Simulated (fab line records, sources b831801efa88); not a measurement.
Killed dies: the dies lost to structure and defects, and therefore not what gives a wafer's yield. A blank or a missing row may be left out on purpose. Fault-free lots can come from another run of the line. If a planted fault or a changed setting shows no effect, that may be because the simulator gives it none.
A struck lot beside a sound one / flow gf180mcu / 18 out of 602 route steps
Sound: the wafers L867.1, L867.3, L867.4. Struck: wafers L863.4, L863.5 (left out: L863.1, a lot-mate that was not struck); the cause follows at the end.
Per side, at each step with rows, come the tool, then ch with its chambers, and then its first start. Under that, the readings that differ: sound wafers / struck wafers / difference of the means / sigmas: that difference in standard deviations of wafers without a fault.
alike: readings whose means differ by less than 2 such deviations, and words and numbers that are the same on both sides. not compared: withheld readings, readings that some wafer has no value for, bounds like >300 that may hide the same value, and numbers for which the record gives no deviation and whose values overlap.
The two part at a step that has a row with sigmas, a row that says differs or no value, or rows on one side only. Numbers that have no deviation but don't overlap get no sigmas and don't part them. A reading missing from all wafers of one side parts the sides only when that side holds two or more wafers.

first, 3 steps without rows for these wafers: GF_V3_EXPOSE_11 (exposes mask Via3, target cd 260 nm); GF_V3_PEB_12 (peb time 90 s); GF_V3_DEVELOP_13 (develop time 60 s).
GF_V3_CD_MEAS_14: target cd 260 nm.
  sound: cd_sem-01 at day 28 16:43; struck: cd_sem-02 at day 27 01:30
  alike: cd_nm
GF_V3_OVL_MEAS_15:
  sound: overlay-01 at day 28 16:50; struck: overlay-01 at day 27 01:37
reading=V3_OVL (nm); sound=1 8 13; struck=-10 1; difference=-12; sigmas=-2
GF_V3_ETCH_16: etches BARC in N2/H2.
  sound on rie_diel-03 ch 0,1,2, day 28 16:52; struck on rie_diel-02 ch 0,2, day 27 01:40
  alike: drypump_motor_current_A, oes_product_au, throttle_valve_pct
GF_V3_ETCH_17: etches SiO2 in C4F8/O2/Ar, stops on TiN, target depth 635 nm.
  sound on rie_diel-03 ch 0,1,2; struck on rie_diel-02 ch 0,2
  alike: oes_product_au
GF_V3_STRIP_18: strips in O2/N2.
  sound on plasma_asher-01 ch 0,1, day 28 17:00; struck on plasma_asher-03 ch 0,1, day 27 01:47
  alike: drypump_motor_current_A, heater_power_w, oes_product_au, platen_temp_c
  not compared: rf_hours_counter_h
then, 3 steps without rows for these wafers: GF_V3_STRIP_19 (strips in post etch residue remover, time 1200 s); GF_V3_CLEAN_20 (cleans in DIW); GF_V3_SPUTTER_21 (material Ti, target thk 15 nm, time 80.02 s).
GF_V3_SPUTTER_22: material TiN, target thk 10 nm, time 40 s.
  sound: pvd_sputter-02 at day 28 17:40; struck: pvd_sputter-03 at day 27 02:23
reading=throttle_valve_pct (%); sound=29.0 27.7 28.4; struck=30.1 30.3; difference=+1.8; sigmas=+2
GF_V3_CVD_23: deposits W, target thk 350 nm, time 104.9 s.
  sound on cvd_w-02 ch 0,1, day 28 17:42; struck on cvd_w-01 ch 0, day 27 02:25
reading=model.W_of_V3_CVD_23.thk_nm (nm); sound=347.6 345.2 347.6; struck=479.9 481.9; difference=+134.1; sigmas=
  alike: chamber_pressure_Torr, heater_power_w
GF_V3_RS_MEAS_24: uses a four-point probe to measure.
  sound: film_metro-01 at day 28 17:49; struck: film_metro-04 at day 27 02:32
reading=V3_W_RS (ohm/sq); sound=0.329 0.331 0.329; struck=0.237 0.237; difference=-0.093; sigmas=-15
GF_V3_THK_MEAS_25: measures by xrf.
  sound: film_metro-01 at day 28 17:56; struck: film_metro-04 at day 27 02:39
reading=V3_W_THK (nm); sound=336 333 334; struck=480 482; difference=+147; sigmas=+18
GF_V3_CMP_26: polishes, stops on SiO2, t overpolish 15 s, target thk 0 nm.
  sound on cmp-02 ch 0,2,3, day 28 18:11; struck on cmp-02 ch 0,3, day 27 02:43
reading=time_to_endpoint_s (s); sound=88 85 93; struck=121 115; difference=+29; sigmas=+9
  alike: motor_current_A
GF_M4_SPUTTER_00: material Ti, target thk 37.5 nm, time 150 s.
  sound: pvd_sputter-03 at day 28 18:26; struck: pvd_sputter-01 at day 27 03:01
  alike: throttle_valve_pct
GF_PASSIVATION_PROBE_99:
  the record holds rows for the sound wafers here (prober-02, day 34 05:44) but none for the struck ones

## WHERE THEY PART
First at GF_V3_OVL_MEAS_15; last, within this record, at GF_PASSIVATION_PROBE_99.

WHY: the cause the simulator had injected
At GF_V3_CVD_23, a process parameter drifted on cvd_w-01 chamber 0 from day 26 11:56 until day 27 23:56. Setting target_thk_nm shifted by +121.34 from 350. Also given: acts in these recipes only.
